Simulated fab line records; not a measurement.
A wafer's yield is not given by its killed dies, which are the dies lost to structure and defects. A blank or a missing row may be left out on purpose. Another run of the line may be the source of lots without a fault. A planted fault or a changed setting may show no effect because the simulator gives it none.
The same fault as seen by 2 desks :: flow sky130 :: numbers are kept per desk, each desk with only its own; the story behind them comes last

== DESK OF THE TOOL OWNER: implanter-04 ==
The tool's own readings at SKY_VT_ADJUST_HVTR_IMPLANT_09, given as means over the sampled wafers that have a number, one for each lot that went through this tool. The brackets show how far a lot's mean lies from the usual mean; more than 4 standard deviations puts the lot out of limits, marked OUT.
Columns: A = dose ions cm2 at SKY_VT_ADJUST_HVTR_IMPLANT_09, usual 2.1003e+12; B = faraday current uA at SKY_VT_ADJUST_HVTR_IMPLANT_09, usual 11.83
lot: L361
first seen here: day 11 23:37
A: 1.6406e+12 (-99 or more) OUT
B: 9.37 (-10) OUT

lot: L364
first seen here: day 12 23:29
A: 1.6429e+12 (-99 or more) OUT
B: 9.17 (-11) OUT
This desk finds L361, L364 out of limits, L361 being first, at day 11 23:37 (dose ions cm2 at SKY_VT_ADJUST_HVTR_IMPLANT_09). In limits: none.

== THE METROLOGY DESK ==
Means of the sampled wafers that have a number, per lot and without regard to the tool the lot ran on: this is what the gauges read. The brackets show how far a lot's mean lies from the usual mean; more than 4 standard deviations puts the lot out of limits, marked OUT.
Columns: A = NWELL_2_TW at SKY_NWELL_TW_MEAS_26, usual 494; B = VT_ADJUST_NCORE_TW at SKY_VT_ADJUST_NCORE_TW_MEAS_11, usual 219.5; C = VT_ADJUST_HVTR_TW at SKY_VT_ADJUST_HVTR_TW_MEAS_11, usual 210; D = POLY_GATE_TW at SKY_RES_PROTECT_TW_MEAS_08, usual 4017
lot: L353
first seen here: day 5 09:28
A: 498
B: 221.1
C: 211
D: 4104

lot: L354
first seen here: day 5 15:49
A: 498
B: 218.8
C: 212
D: 4105

lot: L355
first seen here: day 5 19:10
A: 492
B: 222.4
C: 215
D: 4105

lot: L361
first seen here: day 7 08:52
A: 483
B: 220.0
C: 192 (-4.8) OUT
D: 3989

lot: L364
first seen here: day 8 04:20
A: 499
B: 216.7
C: 198
D: 3923

lot: L367
first seen here: day 9 04:31
A: 497
B: 217.2
C: 212
D: 4100

lot: L368
first seen here: day 9 09:23
A: 502
B: 217.5
C: 206
D: 4035

lot: L369
first seen here: day 9 09:43
A: 482
B: 222.7
C: 212
D: 4028

lot: L371
first seen here: day 10 04:17
A: 485
B: 222.5
C: 215
D: 3926

lot: L372
first seen here: day 10 07:09
A: 495
B: 218.0
C: 205
D: 3979

lot: L374
first seen here: day 10 20:23
A: 497
B: 215.9
C: 206
D: 4002

lot: L373
first seen here: day 10 21:37
A: 507
B: 223.4
C: 210
D: 3931

lot: L376
first seen here: day 11 06:13
A: 506
B: 216.4
C: 215
D: 4077
Per this desk, out of limits: L361; the first was L361, day 11 23:52 (VT_ADJUST_HVTR_TW at SKY_VT_ADJUST_HVTR_TW_MEAS_11). Within limits: L353, L354, L355, L364, L367, L368, L369, L371, L372, L374, L373, L376.

== TAKEN TOGETHER ==
The tool owner's desk could have raised an alarm at day 11 23:37, on L361, L364.
The metrology desk could have raised an alarm at day 11 23:52, on L361.
The metrology desk holds a record of L364, inside its limits.
Of the lots named, all ran SKY_VT_ADJUST_HVTR_IMPLANT_09 on implanter-04.

== WHAT THE SIMULATOR PUT IN ==
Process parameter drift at SKY_VT_ADJUST_HVTR_IMPLANT_09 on implanter-04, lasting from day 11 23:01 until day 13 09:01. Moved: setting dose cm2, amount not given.
Shown lots that were struck: L361, L364.
Time in hours from fault onset to the first out-of-limits reading at each desk: tool owner's desk 1, metrology desk 1.
